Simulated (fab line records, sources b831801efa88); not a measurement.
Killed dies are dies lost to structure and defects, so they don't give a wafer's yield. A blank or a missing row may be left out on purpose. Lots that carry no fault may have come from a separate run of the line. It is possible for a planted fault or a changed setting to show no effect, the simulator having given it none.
Chamber matching    flow sky130    SKY_LI_CONTACT_CMP_24 on cmp-02 has 4 sister chambers
The step polishes, stops on PSG, t overpolish 20 s, target thk 0 nm. 7 wafers are shown with their chamber, then 9 later ones without.

## WAFERS WITH THEIR CHAMBER
wafer   chamber  motor current A (A)  overpolish run s (s)
L675.3  3        10.7                 19.992
L679.1  3        11.2                 19.995
L679.2  0        9.4                  19.984
L679.4  2        11.5                 20.001
L680.2  2        12.6                 20.014
L680.4  1        11.7                 20.002
L680.6  1        11.4                 19.998

## WAFERS MISSING THEIR CHAMBER
wafer   motor current A (A)  overpolish run s (s)
L682.3  12.0                 19.998
L682.4  12.5                 20.000
L682.5  10.9                 19.984
L683.1  12.2                 20.001
L683.2  10.5                 19.994
L683.3  9.1                  20.006
L686.3  12.1                 19.994
L686.4  9.3                  19.999
L686.6  11.4                 20.002

## WHICH CHAMBER EACH ONE RAN IN
wafer   from the rows above                in truth
L682.3  can't be placed: 1 or 2 or 3       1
L682.4  can't be placed: 2 or 1 or 3       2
L682.5  can't be placed: 3 or 0 or 1       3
L683.1  can't be placed: 2 or 1 or 3       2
L683.2  can't be placed: 3 or 1 or 0       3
L683.3  can't be placed: 0 or 3 or 1 or 2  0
L686.3  can't be placed: 1 or 3 or 2       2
L686.4  can't be placed: 0 or 3 or 1       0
L686.6  can't be placed: 1 or 2 or 3       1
Correctly placed: 0 of 9. Can't be placed from these rows: 9 (the true chamber is among the candidates in 9). Number placed wrongly: 0.
How it was worked out, from the rows above alone: a wafer's distance from a chamber is the root of the sum, over the readings, of the square of ((its reading less the chamber's mean) divided by the reading's scatter). The wafer belongs to the nearest chamber; if the next one is less than 2 further off, it can't be placed. A chamber's mean is the mean of its shown wafers. The scatter: take each reading less its chamber's mean, square it, sum over the shown wafers, divide by the number of wafers less the number of chambers, and take the root.
